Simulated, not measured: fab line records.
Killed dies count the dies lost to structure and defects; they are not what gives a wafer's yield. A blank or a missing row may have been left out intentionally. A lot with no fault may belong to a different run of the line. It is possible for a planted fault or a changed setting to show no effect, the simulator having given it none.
fab line records -- flow sky130
record: lots: 7, wafers: 21, last_day: 50
route steps=708 shown PWDE@46 NWELL@56 PAD_OPEN@708
lots untouched by any fault: they come from a run of this same line in which no faults occurred
start_h: hours from the record's opening day to when the first of the lot's shown wafers began -- wait_h: time in hours since the lot's previous step -- " repeats the value in the row above -- L1.1+2: a row that stands for several wafers -- - value missing, or start not given -- * or withheld: withheld -- < > ~ a bound
route shown NAME@n: names a module that has steps shown in the file, with the first one's number in the route -- usual: average and standard deviation across the fault-free wafers -- same: alike in all rows -- chamber/n: place in a boat -- sites: each site's reading -- _std_site: standard deviation across them -- _edge_site: the outer-site mean with the inner-site mean subtracted -- radius_mm: for every site, how far away it sits from the centre of the wafer -- mask NAME#n: copy n -- behind: the most recent tool/chamber to have shaped the wafer -- hold: why the lot was held/for how many hours/how that ended -- device: the n, p or np transistor that did not switch -- end of line: at the end of the route, the tests of the same wafers -- a step with no rows: only its recipe -- killed: count of dies lost to structure and defects at first sort (not the wafer's yield) -- map: the dies of a wafer, with x for killed, . for not killed, _ for no die there
set.NAME: setting as actually run; set.NAME@STEP: the setting as run at that earlier step -- model.NAME: the simulator's own value behind a step, which no gauge read
lots at some steps of the route; a table a step, a row a wafer
services: a tool's chamber out of use, with start hour (start_h, from the record's first day; less than 0 if before it), hours out, and reason
== steps ==
step: SKY_PWDE_HMDS_01
recipe: prime_time_s: 60, prime_temp_c: 120
step: SKY_PWDE_COAT_02
recipe: spin_rpm: 2038, resist_thk_nm: 3000
step: SKY_PWDE_SOFTBAKE_03
recipe: temp_c: 110, time_s: withheld
step: SKY_PWDE_EXPOSE_04
recipe: mask_id: PWDEM, na: 0.6, source_shape: conventional, sigma_outer: 0.6, polarization: unpolarized, target_cd_nm: 840, dose_mj: 214
step: SKY_PWDE_PEB_05
recipe: temp_c: 115, time_s: withheld
step: SKY_PWDE_DEVELOP_06
recipe: wall_angle_deg: 90, developer: TMAH, develop_time_s: 60, dev_temp_c: 23
step: SKY_PWDE_OVL_MEAS_07
usual: PWDE_OVL: -0.4/1.2
lot.wafer,tool,chamber,start_h,wait_h,PWDE_OVL[nm]
L174.1,overlay-02,-,68.64,-,-1.9
L174.4,overlay-02,-,68.64,-,-0.1
L174.5,overlay-02,-,68.64,-,-1.2
L177.1,overlay-01,-,91.77,-,-0.2
L177.2,overlay-01,-,91.77,-,-0.6
L177.6,overlay-01,-,91.77,-,0.5
L179.3,overlay-01,-,101.90,-,-0.2
L179.4,overlay-01,-,101.90,-,-1.3
L179.6,overlay-01,-,101.90,-,-1.9
L187.1,overlay-01,-,139.26,-,-1.3
L187.3,overlay-01,-,139.26,-,-1.3
L187.4,overlay-01,-,139.26,-,0.6
L189.3,overlay-01,-,151.83,-,-2.3
L189.5,overlay-01,-,151.83,-,-2.2
L189.6,overlay-01,-,151.83,-,-1.7
L191.2,overlay-01,-,167.02,-,0.9
L191.4,overlay-01,-,167.02,-,1.6
L191.6,overlay-01,-,167.02,-,-0.5
L196.2,overlay-01,-,190.52,-,1.8
L196.4,overlay-01,-,190.52,-,1.3
L196.6,overlay-01,-,190.52,-,0.2
step: SKY_PWDE_IMPLANT_08
recipe: species: B, energy_kev: 150, dose_cm2: 3.6e+12, tilt_deg: withheld
step: SKY_PWDE_STRIP_09
recipe: chemistry: O2/N2, power_w: 1400, pressure_mtorr: 1500, platen_temp_c: withheld, o2_flow_sccm: 3000, n2_flow_sccm: 300, overash_fraction: 0.5
usual: drypump_motor_current_A: 5.5/0.44, oes_product_au: 0.722/0.0045, strip_time_to_endpoint_s: 36.57/0.12
lot.wafer,tool,chamber,start_h,wait_h,drypump_motor_current_A,oes_product_au,rf_hours_counter_h,strip_time_to_endpoint_s
L174.1,plasma_asher-04,1,68.82,0.1,6.2,0.721,25,36.41
L174.4,plasma_asher-04,1,68.82,0.1,6.2,0.720,-,36.45
L174.5,plasma_asher-04,0,68.82,0.1,5.9,0.726,-,36.52
L177.1,plasma_asher-01,0,91.96,0.1,5.5,0.724,43,36.70
L177.2,plasma_asher-01,1,91.96,0.1,5.0,0.722,43,36.73
L177.6,plasma_asher-01,1,91.96,0.1,5.0,0.720,-,36.73
L179.3,plasma_asher-04,0,102.11,0.1,5.9,0.718,-,36.71
L179.4,plasma_asher-04,1,102.11,0.1,6.2,0.717,-,36.63
L179.6,plasma_asher-04,0,102.11,0.1,5.9,0.725,-,36.74
L187.1,plasma_asher-01,1,139.45,0.1,5.0,0.712,2,36.56
L187.3,plasma_asher-01,1,139.45,0.1,5.0,0.713,-,36.52
L187.4,plasma_asher-01,0,139.45,0.1,5.5,0.721,-,36.50
L189.3,plasma_asher-01,0,152.03,0.1,5.5,0.721,-,36.46
L189.5,plasma_asher-01,1,152.03,0.1,5.0,0.725,-,36.63
L189.6,plasma_asher-01,0,152.03,0.1,5.5,0.724,-,36.58
L191.2,plasma_asher-04,1,167.20,0.1,6.2,0.723,35,36.61
L191.4,plasma_asher-04,1,167.20,0.1,6.2,0.724,-,36.73
L191.6,plasma_asher-04,0,167.20,0.1,5.8,0.728,-,36.72
L196.2,plasma_asher-01,0,190.70,0.1,5.6,0.721,7,36.56
L196.4,plasma_asher-01,1,190.70,0.1,5.0,0.724,-,36.64
L196.6,plasma_asher-01,0,190.70,0.1,5.5,0.721,-,36.59
step: SKY_PWDE_TW_MEAS_10
usual: PWDE_TW: 372.6/2.8
lot.wafer,tool,chamber,start_h,wait_h,PWDE_TW
L174.1,film_metro-01,-,68.92,0.1,368.9
L174.4,film_metro-01,-,68.92,0.1,370.4
L174.5,film_metro-01,-,68.92,0.1,371.2
L177.1,film_metro-02,-,92.06,0.1,375.5
L177.2,film_metro-02,-,92.06,0.1,374.7
L177.6,film_metro-02,-,92.06,0.1,375.8
L179.3,film_metro-04,-,102.19,0.1,372.3
L179.4,film_metro-04,-,102.19,0.1,371.7
L179.6,film_metro-04,-,102.19,0.1,371.3
L187.1,film_metro-04,-,139.55,0.1,370.7
L187.3,film_metro-04,-,139.55,0.1,371.7
L187.4,film_metro-04,-,139.55,0.1,372.5
L189.3,film_metro-01,-,152.12,0.1,373.7
L189.5,film_metro-01,-,152.12,0.1,372.6
L189.6,film_metro-01,-,152.12,0.1,372.3
L191.2,film_metro-01,-,167.31,0.1,372.3
L191.4,film_metro-01,-,167.31,0.1,373.2
L191.6,film_metro-01,-,167.31,0.1,373.5
L196.2,film_metro-01,-,190.81,0.1,372.0
L196.4,film_metro-01,-,190.81,0.1,369.7
L196.6,film_metro-01,-,190.81,0.1,370.4
step: SKY_NWELL_DEHYDRATE_03
recipe: temp_c: 200, time_s: 60
step: SKY_NWELL_HMDS_04
recipe: prime_time_s: 60, prime_temp_c: 120
step: SKY_NWELL_COAT_05
recipe: spin_rpm: 2000, resist_thk_nm: 3000
usual: resist_line_temp_C: 22.97/0.099
lot.wafer,tool,chamber,start_h,wait_h,resist_line_temp_C,model.coat_of_NWELL_COAT_05.thk_nm
L174.1,litho_track-03,0,76.72,0.1,22.79,3002
L174.4,litho_track-03,0,76.72,0.1,22.80,3005
L174.5,litho_track-03,0,76.72,0.1,22.95,2998
L177.1,litho_track-03,0,100.37,0.1,23.07,2988
L177.2,litho_track-03,0,100.37,0.1,23.09,2987
L177.6,litho_track-03,0,100.37,0.1,23.09,2988
L179.3,litho_track-03,0,110.22,0.1,22.91,2994
L179.4,litho_track-03,0,110.22,0.1,22.89,2988
L179.6,litho_track-03,0,110.22,0.1,22.96,2993
L187.1,litho_track-03,0,149.37,0.1,23.14,1228
L187.3,litho_track-03,0,149.37,0.1,23.04,1231
L187.4,litho_track-03,0,149.37,0.1,23.13,1225
L189.3,litho_track-03,0,161.42,0.1,22.79,1229
L189.5,litho_track-03,0,161.42,0.1,23.11,1226
L189.6,litho_track-03,0,161.42,0.1,22.82,1225
L191.2,litho_track-03,0,176.64,0.1,22.97,1221
L191.4,litho_track-03,0,176.64,0.1,22.82,1225
L191.6,litho_track-03,0,176.64,0.1,22.90,1222
L196.2,litho_track-02,0,201.71,0.1,23.06,2996
L196.4,litho_track-02,0,201.71,0.1,23.21,3001
L196.6,litho_track-02,0,201.71,0.1,22.91,2996
step: SKY_NWELL_SOFTBAKE_06
recipe: temp_c: 110, time_s: withheld
step: SKY_NWELL_EXPOSE_07
recipe: mask_id: NWM, na: 0.6, source_shape: conventional, sigma_outer: 0.6, polarization: unpolarized, target_cd_nm: 840, dose_mj: 255
step: SKY_NWELL_PEB_08
recipe: temp_c: 115, time_s: withheld
step: SKY_NWELL_DEVELOP_09
recipe: wall_angle_deg: 90, developer: TMAH, develop_time_s: 60, dev_temp_c: 23
usual: resist_line_temp_C: 23.00/0.11
lot.wafer,tool,chamber,start_h,wait_h,resist_line_temp_C,model.coat_of_NWELL_COAT_05.thk_nm
L174.1,litho_track-01,0,-,-,22.89,2998
L174.4,litho_track-01,0,-,-,23.05,3001
L174.5,litho_track-01,0,-,-,22.98,2994
L177.1,litho_track-01,0,-,-,22.94,2984
L177.2,litho_track-01,0,-,-,22.95,2983
L177.6,litho_track-01,0,-,-,22.78,2984
L179.3,litho_track-02,0,-,-,22.93,2990
L179.4,litho_track-02,0,-,-,23.09,2984
L179.6,litho_track-02,0,-,-,23.21,2989
L187.1,litho_track-01,0,-,-,23.13,1224
L187.3,litho_track-01,0,-,-,23.07,1227
L187.4,litho_track-01,0,-,-,23.14,1221
L189.3,litho_track-03,0,-,-,22.96,1225
L189.5,litho_track-03,0,-,-,23.06,1222
L189.6,litho_track-03,0,-,-,23.06,1220
L191.2,litho_track-03,0,-,-,23.00,1217
L191.4,litho_track-03,0,-,-,23.07,1220
L191.6,litho_track-03,0,-,-,23.00,1218
L196.2,litho_track-01,0,-,-,23.06,2991
L196.4,litho_track-01,0,-,-,22.90,2997
L196.6,litho_track-01,0,-,-,23.06,2991
step: SKY_NWELL_OVL_MEAS_10
usual: NWELL_00_OVL: 0.3/1.6
lot.wafer,tool,chamber,start_h,wait_h,NWELL_00_OVL[nm]
L174.1,overlay-02,-,85.36,-,-0.2
L174.4,overlay-02,-,85.36,-,-0.5
L174.5,overlay-02,-,85.36,-,0.8
L177.1,overlay-02,-,108.96,-,-1.0
L177.2,overlay-02,-,108.96,-,-1.3
L177.6,overlay-02,-,108.96,-,-0.1
L179.3,overlay-01,-,120.10,-,-1.0
L179.4,overlay-01,-,120.10,-,0.0
L179.6,overlay-01,-,120.10,-,-0.6
L187.1,overlay-02,-,160.10,-,0.9
L187.3,overlay-02,-,160.10,-,-2.0
L187.4,overlay-02,-,160.10,-,-1.0
L189.3,overlay-02,-,171.73,-,0.6
L189.5,overlay-02,-,171.73,-,0.2
L189.6,overlay-02,-,171.73,-,-0.5
L191.2,overlay-01,-,186.87,-,-1.5
L191.4,overlay-01,-,186.87,-,-1.2
L191.6,overlay-01,-,186.87,-,-1.0
L196.2,overlay-02,-,211.91,-,3.3
L196.4,overlay-02,-,211.91,-,1.6
L196.6,overlay-02,-,211.91,-,3.7
step: SKY_NWELL_IMPLANT_11
recipe: species: P, energy_kev: 400, dose_cm2: 1.9e+13, tilt_deg: withheld
step: SKY_NWELL_IMPLANT_12
recipe: species: P, energy_kev: 120, dose_cm2: 1.3e+12, tilt_deg: withheld
step: SKY_NWELL_IMPLANT_13
recipe: species: P, energy_kev: 50, dose_cm2: 7e+11, tilt_deg: withheld
step: SKY_NWELL_STRIP_14
recipe: chemistry: O2/N2, power_w: 1400, pressure_mtorr: 1500, platen_temp_c: withheld, o2_flow_sccm: 3000, n2_flow_sccm: 300, overash_fraction: 0.5
usual: drypump_motor_current_A: 5.6/0.41, oes_product_au: 0.722/0.0047, strip_time_to_endpoint_s: 36.90/0.11
lot.wafer,tool,chamber,start_h,wait_h,drypump_motor_current_A,oes_product_au,rf_hours_counter_h,strip_time_to_endpoint_s
L174.1,plasma_asher-03,0,85.84,0.1,5.5,0.726,41,36.94
L174.4,plasma_asher-03,1,85.84,0.1,5.3,0.723,-,36.99
L174.5,plasma_asher-03,1,85.84,0.1,5.3,0.723,-,36.89
L177.1,plasma_asher-03,0,109.44,0.1,5.6,0.721,43,36.78
L177.2,plasma_asher-03,1,109.44,0.1,5.3,0.725,43,36.77
L177.6,plasma_asher-03,0,109.44,0.1,5.6,0.719,-,36.78
L179.3,plasma_asher-03,1,120.61,0.1,5.3,0.720,-,36.85
L179.4,plasma_asher-03,0,120.61,0.1,5.5,0.731,-,36.76
L179.6,plasma_asher-03,1,120.61,0.1,5.3,0.720,-,36.84
L187.1,plasma_asher-01,0,160.59,0.1,5.4,0.722,4,16.22
L187.3,plasma_asher-01,1,160.59,0.1,5.0,0.709,-,16.28
L187.4,plasma_asher-01,0,160.59,0.1,5.5,0.715,-,16.20
L189.3,plasma_asher-01,0,172.24,0.1,5.5,0.713,-,16.24
L189.5,plasma_asher-01,1,172.24,0.1,5.0,0.713,-,16.20
L189.6,plasma_asher-01,0,172.24,0.1,5.5,0.710,-,16.18
L191.2,plasma_asher-01,0,187.35,0.1,5.5,0.716,7,16.15
L191.4,plasma_asher-01,1,187.35,0.1,5.0,0.707,-,16.18
L191.6,plasma_asher-01,0,187.35,0.1,5.5,0.724,-,16.16
L196.2,plasma_asher-04,1,212.39,0.1,6.2,0.720,39,36.86
L196.4,plasma_asher-04,0,212.39,0.1,5.9,0.717,-,36.93
L196.6,plasma_asher-04,1,212.39,0.1,6.2,0.717,-,36.86
step: SKY_NWELL_TW_MEAS_15
usual: NWELL_TW: 1823/18
lot.wafer,tool,chamber,start_h,wait_h,NWELL_TW
L174.1,film_metro-01,-,85.94,0.1,1796
L174.4,film_metro-01,-,85.94,0.1,1803
L174.5,film_metro-01,-,85.94,0.1,1800
L177.1,film_metro-02,-,109.54,0.1,1837
L177.2,film_metro-02,-,109.54,0.1,1825
L177.6,film_metro-02,-,109.54,0.1,1842
L179.3,film_metro-01,-,120.69,0.1,1809
L179.4,film_metro-01,-,120.69,0.1,1817
L179.6,film_metro-01,-,120.69,0.1,1813
L187.1,film_metro-04,-,160.69,0.1,1792
L187.3,film_metro-04,-,160.69,0.1,1799
L187.4,film_metro-04,-,160.69,0.1,1801
L189.3,film_metro-04,-,172.32,0.1,1804
L189.5,film_metro-04,-,172.32,0.1,1799
L189.6,film_metro-04,-,172.32,0.1,1810
L191.2,film_metro-04,-,187.46,0.1,1813
L191.4,film_metro-04,-,187.46,0.1,1814
L191.6,film_metro-04,-,187.46,0.1,1809
L196.2,film_metro-01,-,212.50,0.1,1822
L196.4,film_metro-01,-,212.50,0.1,1829
L196.6,film_metro-01,-,212.50,0.1,1824
step: SKY_PAD_OPEN_PROBE_99
usual: killed_at_M0_to_M3: 43/7.3, killed_at_M4_up: 3.5/2.2, killed_at_contacts: 24/5.3, killed_at_front_end: 15/4.2, killed_at_other: 0.3/0.67, killed_dies: 86/9.8, killed_open: 47/7.2, killed_short: 39/6.5
same: gross_dies: 492, killed_at_back_side: 0
lot.wafer,tool,chamber,start_h,wait_h,killed_at_M0_to_M3,killed_at_M4_up,killed_at_contacts,killed_at_front_end,killed_at_other,killed_dies,killed_open,killed_short,model.etest.pfet_16v.r_on_ohm_um,model.etest.nfet_16v.r_on_ohm_um,model.etest.res_nwell.line_ohm_um,model.etest.res_nwell.width_nm,model.etest.res_iso_pwell.width_nm,model.etest.pfet_16v.drive_ua_um,model.etest.nfet_16v.drive_ua_um,model.etest.iso_nwell_nwell.leak_log10_a_um
L174.1,prober-01,-,1072.60,0.1,41,5,28,10,0,84,50,34,1.476e+04,1.403e+04,1071,837.9,2645,252.1,219.5,-12.99
L174.4,prober-01,-,1072.75,0.2,29,5,28,12,0,74,43,31,1.478e+04,1.41e+04,1048,833.8,2639,254.1,221.1,-12.98
L174.5,prober-01,-,1072.80,0.2,39,7,25,20,0,91,46,45,1.479e+04,1.406e+04,1070,836.8,2642,250.6,221.7,-13.15
L177.1,prober-02,-,1095.09,0.1,49,2,31,7,0,89,53,36,1.478e+04,1.408e+04,1068,835.9,2649,254.9,224.9,-13.2
L177.2,prober-02,-,1095.14,0.1,49,7,27,14,0,97,49,48,1.515e+04,1.418e+04,1104,835.3,2644,248.8,222.3,-13.35
L177.6,prober-02,-,1095.34,0.2,43,2,31,8,0,84,45,39,1.506e+04,1.412e+04,1086,835.5,2639,249.7,225.2,-13.39
L179.3,prober-01,-,1104.50,0.2,56,3,24,9,2,94,54,39,1.544e+04,1.396e+04,1194,838.3,2637,238.7,223,-13.94
L179.4,prober-01,-,1104.55,0.2,42,5,18,19,0,84,49,33,1.477e+04,1.387e+04,1133,834,2646,248.5,226.8,-13.92
L179.6,prober-01,-,1104.65,0.2,45,1,25,20,0,91,46,44,1.508e+04,1.387e+04,1149,843.4,2655,241.3,223.2,-13.74
L187.1,prober-02,-,1158.61,0.1,44,3,31,19,0,97,46,51,1.644e+04,1.334e+04,971.4,1004,2556,217.4,228.9,-12.5
L187.3,prober-02,-,1158.71,0.2,47,2,32,15,0,96,45,51,1.6e+04,1.32e+04,949.4,994.2,2555,223.6,228.8,-12.34
L187.4,prober-02,-,1158.76,0.2,38,3,17,10,0,68,36,32,1.626e+04,1.329e+04,977.3,997.1,2550,222.1,229.3,-12.54
L189.3,prober-01,-,1160.21,0.2,49,4,23,13,0,89,42,45,1.583e+04,1.34e+04,865.5,993.5,2542,227.4,231.5,-11.03
L189.5,prober-01,-,1160.31,0.2,43,7,21,18,0,89,46,43,1.599e+04,1.354e+04,871.3,994,2551,224.1,223.3,-10.96
L189.6,prober-01,-,1160.36,0.2,43,7,27,17,0,94,48,46,1.638e+04,1.358e+04,890.2,1003,2527,223.4,229.1,-10.73
L191.2,prober-02,-,1169.95,0.1,44,6,19,23,0,92,51,41,1.593e+04,1.321e+04,954.2,980,2570,223.6,229.9,-13.08
L191.4,prober-02,-,1170.05,0.2,41,2,22,10,0,75,38,37,1.593e+04,1.316e+04,960.6,980.3,2569,223.2,230.6,-13.15
L191.6,prober-02,-,1170.15,0.2,37,3,23,12,0,75,46,29,1.58e+04,1.328e+04,942.2,987.6,2568,223.1,226.5,-13.12
L196.2,prober-02,-,1205.69,0.1,40,8,17,7,0,72,37,34,1.474e+04,1.373e+04,1130,843,2652,251.5,230.3,-13.78
L196.4,prober-02,-,1205.79,0.2,45,7,26,12,0,90,41,49,1.427e+04,1.358e+04,1081,838.4,2654,256.9,233.3,-13.71
L196.6,prober-02,-,1205.89,0.2,34,6,30,22,0,92,51,38,1.46e+04,1.366e+04,1136,834.2,2655,252,230.9,-13.69
killed by level:class
L174.1 CONTACT:geometric_particle:open=13 VIA1:geometric_particle:open=10 VIA2:geometric_particle:open=9 LI_CONTACT:geometric_particle:short=6 VIA3:geometric_particle:open=6 METAL2:geometric_particle:short=6 FIELD_ISO:geometric_particle:open=4 CONTACT:geometric_particle:short=4
L174.4 LI_CONTACT:geometric_particle:open=11 CONTACT:geometric_particle:open=10 VIA1:geometric_particle:open=7 METAL1:geometric_particle:short=5 FIELD_ISO:geometric_particle:short=4 LOCAL_INTERCONNECT:geometric_particle:short=4 METAL2:geometric_particle:short=4 VIA1:geometric_particle:short=3
L174.5 VIA1:geometric_particle:open=14 CONTACT:geometric_particle:open=12 METAL2:geometric_particle:short=6 METAL4:geometric_particle:short=6 FIELD_ISO:geometric_particle:short=5 METAL1:geometric_particle:short=5 LI_CONTACT:geometric_particle:short=4 LOCAL_INTERCONNECT:geometric_particle:short=4
L177.1 CONTACT:geometric_particle:open=14 VIA3:geometric_particle:open=11 VIA2:geometric_particle:open=10 VIA1:geometric_particle:open=8 VIA1:geometric_particle:short=7 LI_CONTACT:geometric_particle:open=5 LI_CONTACT:geometric_particle:short=4 LOCAL_INTERCONNECT:geometric_particle:short=4
L177.2 VIA1:geometric_particle:open=9 VIA3:geometric_particle:open=8 VIA2:geometric_particle:open=8 CONTACT:geometric_particle:open=7 VIA1:geometric_particle:short=7 CONTACT:geometric_particle:short=6 METAL2:geometric_particle:short=5 LI_CONTACT:geometric_particle:open=5
L177.6 VIA1:geometric_particle:open=11 VIA3:geometric_particle:open=11 CONTACT:geometric_particle:open=8 LOCAL_INTERCONNECT:geometric_particle:short=7 VIA1:geometric_particle:short=7 LI_CONTACT:geometric_particle:open=6 CONTACT:geometric_particle:short=5 METAL2:geometric_particle:short=4
L179.3 VIA2:geometric_particle:open=17 VIA1:geometric_particle:open=12 CONTACT:geometric_particle:open=9 CONTACT:geometric_particle:short=6 LOCAL_INTERCONNECT:geometric_particle:short=5 VIA3:geometric_particle:short=5 METAL2:geometric_particle:open=4 VIA3:geometric_particle:open=4
L179.4 VIA1:geometric_particle:open=11 CONTACT:geometric_particle:open=8 VIA2:geometric_particle:open=7 FIELD_ISO:geometric_particle:open=6 METAL2:geometric_particle:short=6 VIA3:geometric_particle:open=5 POLY_GATE:geometric_particle:open=5 CONTACT:geometric_particle:short=5
L179.6 VIA3:geometric_particle:open=12 VIA1:geometric_particle:open=8 CONTACT:geometric_particle:open=8 LOCAL_INTERCONNECT:geometric_particle:short=6 LI_CONTACT:geometric_particle:short=5 CONTACT:geometric_particle:short=5 METAL2:geometric_particle:short=5 FIELD_ISO:geometric_particle:open=4
L187.1 CONTACT:geometric_particle:open=10 VIA1:geometric_particle:open=9 METAL2:geometric_particle:short=9 LI_CONTACT:geometric_particle:open=8 METAL1:geometric_particle:short=7 CONTACT:geometric_particle:short=7 VIA3:geometric_particle:open=7 FIELD_ISO:geometric_particle:short=6
L187.3 VIA2:geometric_particle:open=10 VIA1:geometric_particle:open=9 LI_CONTACT:geometric_particle:open=7 LOCAL_INTERCONNECT:geometric_particle:short=7 CONTACT:geometric_particle:short=7 METAL2:geometric_particle:short=7 POLY_GATE:geometric_particle:short=5 LI_CONTACT:geometric_particle:short=5
L187.4 VIA3:geometric_particle:open=10 LI_CONTACT:geometric_particle:open=7 METAL1:geometric_particle:short=6 VIA2:geometric_particle:open=6 METAL2:geometric_particle:short=6 FIELD_ISO:geometric_particle:open=4 VIA2:geometric_particle:short=4 METAL4:geometric_particle:short=3
L189.3 VIA1:geometric_particle:open=9 VIA1:geometric_particle:short=9 LI_CONTACT:geometric_particle:open=7 VIA3:geometric_particle:open=7 VIA2:geometric_particle:open=5 LI_CONTACT:geometric_particle:short=5 METAL2:geometric_particle:short=5 POLY_GATE:geometric_particle:open=4
L189.5 CONTACT:geometric_particle:open=13 VIA1:geometric_particle:open=12 METAL4:geometric_particle:short=7 FIELD_ISO:geometric_particle:short=6 VIA3:geometric_particle:open=6 FIELD_ISO:geometric_particle:open=5 METAL1:geometric_particle:short=5 VIA2:geometric_particle:open=5
L189.6 CONTACT:geometric_particle:open=11 VIA1:geometric_particle:open=10 LI_CONTACT:geometric_particle:open=8 METAL2:geometric_particle:short=7 FIELD_ISO:geometric_particle:short=6 VIA3:geometric_particle:short=5 VIA2:geometric_particle:open=5 METAL4:geometric_particle:short=5
L191.2 VIA1:geometric_particle:open=12 VIA2:geometric_particle:open=7 FIELD_ISO:geometric_particle:short=6 LI_CONTACT:geometric_particle:open=6 METAL3:geometric_particle:short=6 VIA3:geometric_particle:open=6 POLY_GATE:geometric_particle:open=5 METAL1:geometric_particle:short=5
L191.4 CONTACT:geometric_particle:open=11 VIA1:geometric_particle:open=8 LOCAL_INTERCONNECT:geometric_particle:short=5 VIA1:geometric_particle:short=5 VIA2:geometric_particle:open=5 METAL2:geometric_particle:short=4 VIA2:geometric_particle:short=4 METAL3:geometric_particle:short=4
L191.6 VIA1:geometric_particle:open=14 CONTACT:geometric_particle:open=9 LI_CONTACT:geometric_particle:open=6 POLY_GATE:geometric_particle:open=5 METAL1:geometric_particle:short=5 CONTACT:geometric_particle:short=4 VIA2:geometric_particle:open=4 POLY_GATE:geometric_particle:short=3
L196.2 VIA1:geometric_particle:open=11 CONTACT:geometric_particle:open=8 METAL2:geometric_particle:short=8 METAL4:geometric_particle:short=7 VIA3:geometric_particle:open=6 LI_CONTACT:geometric_particle:open=5 METAL1:geometric_particle:short=5 LOCAL_INTERCONNECT:geometric_particle:short=3
L196.4 VIA1:geometric_particle:open=12 CONTACT:geometric_particle:open=10 LOCAL_INTERCONNECT:geometric_particle:short=8 METAL4:geometric_particle:short=7 CONTACT:geometric_particle:short=5 VIA1:geometric_particle:short=5 VIA2:geometric_particle:open=5 VIA3:geometric_particle:short=5
L196.6 CONTACT:geometric_particle:open=14 VIA1:geometric_particle:open=12 POLY_GATE:geometric_particle:open=9 LI_CONTACT:geometric_particle:short=6 METAL4:geometric_particle:short=6 POLY_GATE:geometric_particle:short=4 LOCAL_INTERCONNECT:geometric_particle:short=4 CONTACT:geometric_particle:short=4
== services ==
tool,chamber,start_h,hours,kind
plasma_asher-03,-,44.88,9.9,repair
plasma_asher-01,-,108.75,9.0,pm
plasma_asher-01,0,108.75,9.0,vent_cycle
plasma_asher-01,1,108.75,9.0,vent_cycle
plasma_asher-01,0,117.75,-,clean
plasma_asher-01,1,117.75,-,clean
plasma_asher-04,-,122.35,0.3,repair
plasma_asher-04,-,137.19,0.7,repair
plasma_asher-04,-,196.44,2.8,pm
== key ==
first_sign: step: SKY_NWELL_STRIP_14, reading: strip_time_to_endpoint_s, direction: down, sigmas: 99+, usual: *, struck: *
effect none on later readings
model_effect: step: SKY_NWELL_COAT_05, value: coat_of_NWELL_COAT_05.thk_nm, without: 3002, struck: 1226
model_effect: step: SKY_NWELL_DEVELOP_09, value: coat_of_NWELL_COAT_05.thk_nm, without: 2998, struck: 1222
model_effect: step: SKY_PAD_OPEN_PROBE_99, value: etest.pfet_16v.r_on_ohm_um, without: 1.484e+04, struck: 1.606e+04
met_at SKY_NWELL_COAT_05
struck_wafers L187.1,L187.3,L187.4,L189.3,L189.5,L189.6,L191.2,L191.4,L191.6
tester_left_out L187,L189,L191
onset_between 110.22 149.37
also_fits SKY_NWELL_STRIP_14:plasma_asher-01
fault: kind: process_parameter_drift, tool: litho_track-03, chamber: -, onset_h: 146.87, steps: SKY_NWELL_COAT_05, channel: resist_thk_nm, offset: -1775, shape: step, end_h: 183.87, acts_in: these_recipes_only, stated: 3000
tester_left_out: of these lots the tester's yield and bins aren't shown, on N5 and GAA mostly nor the transistor test; their killed dies are dies lost to structure and defects alone, not to doping, threshold or leakage, so they don't give the yield
